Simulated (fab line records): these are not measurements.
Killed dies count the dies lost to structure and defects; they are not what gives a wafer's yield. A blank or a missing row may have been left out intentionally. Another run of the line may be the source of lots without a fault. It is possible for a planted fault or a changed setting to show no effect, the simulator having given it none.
Struck lot and sound lot, side by side + flow gf180mcu + 19 out of 602 route steps
Sound: wafers L604.2, L604.3, L604.5. The struck wafers were L610.2, L610.5, L610.6. The cause is given at the end.
Each step with rows lists, per side, the tool, then ch with its chambers, then its first start. Under that, the readings that differ: sound wafers + struck wafers + difference of the means + sigmas: that difference in standard deviations of wafers without a fault.
alike: readings with means less than 2 such deviations apart, plus words and numbers identical on both sides. not compared: withheld readings, readings lacking a value on some wafer, bounds such as >300 that could conceal the same value, and numbers that have no deviation in the record and whose values overlap.
A row with sigmas, a row that says differs or no value, or rows on one side alone: a step with any of these is where the two part. When numbers do not overlap yet have no deviation, they are printed without sigmas and do not part them. A reading that every wafer of one side lacks parts them only if that side has two wafers or more.

GF_HV_LDD_CD_MEAS_31: the cd target is 400 nm.
  sound on cd sem-02, day 13 21:44; struck on cd sem-02, day 16 01:05
  alike: cd nm
GF_HV_LDD_OVL_MEAS_32:
  sound on overlay-01, day 13 21:50; struck on overlay-02, day 16 01:11
| reading            | sound         | struck      | difference | sigmas |
|--------------------|---------------|-------------|------------|--------|
| HV_LDD_02_OVL (nm) | 0.1 -0.4 -0.1 | 3.2 1.8 2.2 | +2.5       | +2     |
then, 4 steps without rows for these wafers: GF_HV_LDD_IMPLANT_33; GF_HV_LDD_IMPLANT_34; GF_HV_LDD_IMPLANT_35; GF_HV_LDD_IMPLANT_36.
GF_HV_LDD_STRIP_37: strips in O2/N2.
  sound on plasma asher-04 ch 0,1, day 13 22:28; struck on plasma asher-02 ch 0,1, day 16 01:49
| reading            | sound       | struck      | difference | sigmas |
|--------------------|-------------|-------------|------------|--------|
| heater power w (W) | 307 308 312 | 392 408 405 | +93        | +2     |
  alike: drypump motor current A, oes product au, strip time to endpoint s
  not compared: rf hours counter h
GF_HV_LDD_TW_MEAS_38:
  sound on film metro-03, day 13 22:35; struck on film metro-03, day 16 01:56
  alike: HV_LDD_3_TW
then, 4 steps without rows for these wafers: GF_HV_LDD_DEHYDRATE_39 (time 60 s); GF_HV_LDD_HMDS_40 (prime time 60 s); GF_HV_LDD_COAT_41 (resist thk 1000 nm); GF_HV_LDD_SOFTBAKE_42 (time 60 s).
GF_HV_LDD_EXPOSE_43: exposes mask Pplus HV AREA, target cd 400 nm.
  sound on iline stepper-02 ch 0, day 14 08:35; struck on iline stepper-02 ch 0, day 16 12:21
| reading                        | sound             | struck               | difference | sigmas |
|--------------------------------|-------------------|----------------------|------------|--------|
| model.HV_LDD.overlay x nm (nm) | -2.49 -2.49 -2.49 | -108.6 -108.6 -108.6 | -106.1     |        |
  alike: mask
then, 2 steps without rows for these wafers: GF_HV_LDD_PEB_44; GF_HV_LDD_DEVELOP_45 (develop time 60 s).
GF_HV_LDD_CD_MEAS_46: the cd target is 400 nm.
  sound on cd sem-01, day 14 19:11; struck on cd sem-01, day 16 23:53
  alike: cd nm
GF_HV_LDD_OVL_MEAS_47:
  sound on overlay-01, day 14 19:17; struck on overlay-01, day 17 00:00
| reading            | sound          | struck               | difference | sigmas |
|--------------------|----------------|----------------------|------------|--------|
| HV_LDD_03_OVL (nm) | -2.6 -2.1 -2.2 | -109.9 -112.6 -109.6 | -108.4     | -77    |
next, for these wafers, 1 step has no rows: GF_HV_LDD_IMPLANT_48.
-- record jumps: 16 days separate the struck wafers' starts on either side; left off in module HV_LDD, taken up again in module PASSIVATION, whose first shown step is the route's number 602 --
GF_PASSIVATION_PROBE_99:
  only the struck wafers here have rows in the record (prober-01, day 32 23:05); the sound ones have none

## WHERE THEY PART
Earliest at GF_HV_LDD_OVL_MEAS_32; latest, in this record, at GF_PASSIVATION_PROBE_99.

WHY: what the simulator had put in
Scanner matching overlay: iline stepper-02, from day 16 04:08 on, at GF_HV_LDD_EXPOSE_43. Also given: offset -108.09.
